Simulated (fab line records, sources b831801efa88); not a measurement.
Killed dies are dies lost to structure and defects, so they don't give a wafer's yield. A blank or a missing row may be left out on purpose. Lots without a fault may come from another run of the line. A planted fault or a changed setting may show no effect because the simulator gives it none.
A struck lot beside a sound one | flow sky130 | 15 steps out of a route of 708
Sound: wafers L645.1, L645.4, L645.5. Struck: wafer L653.2. (L653.1, L653.5 of the same lot were not struck and are left out.) The cause comes at the end.
At each step with rows: each side's tool, then ch and its chambers, then its first start. Under that, the readings that differ: sound wafers | struck wafers | difference of the means | sigmas: that difference in standard deviations of wafers without a fault.
alike: readings whose means differ by less than 2 such deviations, and words and numbers that are the same on both sides. not compared: withheld readings, readings that some wafer has no value for, bounds like >300 that may hide the same value, and numbers for which the record gives no deviation and whose values overlap.
The two part at a step that has a row with sigmas, a row that says differs or no value, or rows on one side only. Numbers that don't overlap but have no deviation are shown without sigmas and don't part them. A reading that every wafer of one side lacks parts them only if that side has two wafers or more.

SKY_VIA2_ETCH_14: etches BARC in N2/H2, stops on SiO2, time 45.9 s, target depth 60 nm.
  sound on rie_diel-03 ch 0,1,3, day 39 16:58; struck on rie_diel-02 ch 1, day 42 06:13
  alike: drypump_motor_current_A, oes_product_au, throttle_valve_pct
  not compared: rf_hours_counter_h
then, 1 step without rows for these wafers: SKY_VIA2_ETCH_15 (etches SiO2 in C4F8/O2/Ar, stops on TiN, target depth 546 nm, time 84 s).
SKY_VIA2_STRIP_16: strips in O2/N2.
  sound on plasma_asher-01 ch 1, day 39 17:04; struck on plasma_asher-01 ch 0, day 42 06:19
  alike: drypump_motor_current_A, oes_product_au, strip_time_to_endpoint_s
  not compared: rf_hours_counter_h
then, 3 steps without rows for these wafers: SKY_VIA2_STRIP_17 (strips in post etch residue remover, time 1200 s); SKY_VIA2_CLEAN_18 (cleans in IPA, time 180 s); SKY_VIA2_CLEAN_19 (cleans in O3/DIW).
SKY_VIA2_SPUTTER_20: material TiN, target thk 20 nm, time 80 s.
  sound on pvd_sputter-02, day 39 17:39; struck on pvd_sputter-03, day 42 06:55
  reading                | sound          | struck | difference | sigmas
  throttle_valve_pct (%) | 30.9 29.9 32.0 | 29.2   | -1.7       | -2
then, 1 step without rows for these wafers: SKY_VIA2_CVD_21 (deposits W, target thk 420 nm, time 126.4 s).
SKY_VIA2_RS_MEAS_22: measures by four-point-probe.
  sound on film_metro-02, day 39 17:50; struck on film_metro-03, day 42 07:06
  reading            | sound             | struck | difference | sigmas
  VIA2_W_RS (ohm/sq) | 0.275 0.273 0.275 | 0.259  | -0.015     | -3
SKY_VIA2_THK_MEAS_23: measures by xrf.
  sound on film_metro-02, day 39 17:58; struck on film_metro-03, day 42 07:13
  reading         | sound       | struck | difference | sigmas
  VIA2_W_THK (nm) | 414 421 417 | 451    | +34        | +4
SKY_VIA2_CMP_24: polishes, stops on SiO2, t overpolish 20 s, target thk 0 nm.
  sound on cmp-02 ch 0,2,3, day 39 18:07; struck on cmp-02 ch 3, day 42 07:17
  alike: motor_current_A, overpolish_run_s, time_to_endpoint_s
SKY_METAL3_SPUTTER_00: material Ti, target thk 15 nm, time 10 s.
  sound on pvd_sputter-01, day 39 18:19; struck on pvd_sputter-02, day 42 07:35
  alike: throttle_valve_pct
SKY_METAL3_SPUTTER_01: material TiN, target thk 20 nm, time 16.7 s.
  sound on pvd_sputter-01, day 39 18:21; struck on pvd_sputter-02, day 42 07:37
  reading                                    | sound             | struck | difference | sigmas
  model.TiN_of_METAL3_SPUTTER_01.thk_nm (nm) | 19.91 19.91 20.04 | 11.57  | -8.38      |
  alike: throttle_valve_pct
then, 1 step without rows for these wafers: SKY_METAL3_SPUTTER_02 (material AlCu, target thk 735 nm, time 39.1 s).
-- the record jumps here: 9 days lie between the struck wafers' starts before and after (it left off in module METAL3 and takes up again in module PAD_OPEN, whose first step shown is number 708 of the route) --
SKY_PAD_OPEN_PROBE_99:
  sound on prober-01, day 48 23:50; struck on prober-02, day 50 19:46
  reading             | sound    | struck | difference | sigmas
  killed_at_M4_up     | 1 1 0    | 6      | +5         | +3
  killed_at_front_end | 13 11 10 | 26     | +15        | +3
  alike: defect_limited_yield, killed_at_M0_to_M3, killed_at_contacts, killed_at_other, killed_dies, killed_on_rim, killed_open, killed_short, sort_bin_3_pad_short, sort_bin_5_function, sort_bin_6_memory, sort_n_pass, sort_yield_pct

WHERE THEY PART
First at SKY_VIA2_SPUTTER_20; last, within this record, at SKY_PAD_OPEN_PROBE_99.

WHY: what the simulator had put in
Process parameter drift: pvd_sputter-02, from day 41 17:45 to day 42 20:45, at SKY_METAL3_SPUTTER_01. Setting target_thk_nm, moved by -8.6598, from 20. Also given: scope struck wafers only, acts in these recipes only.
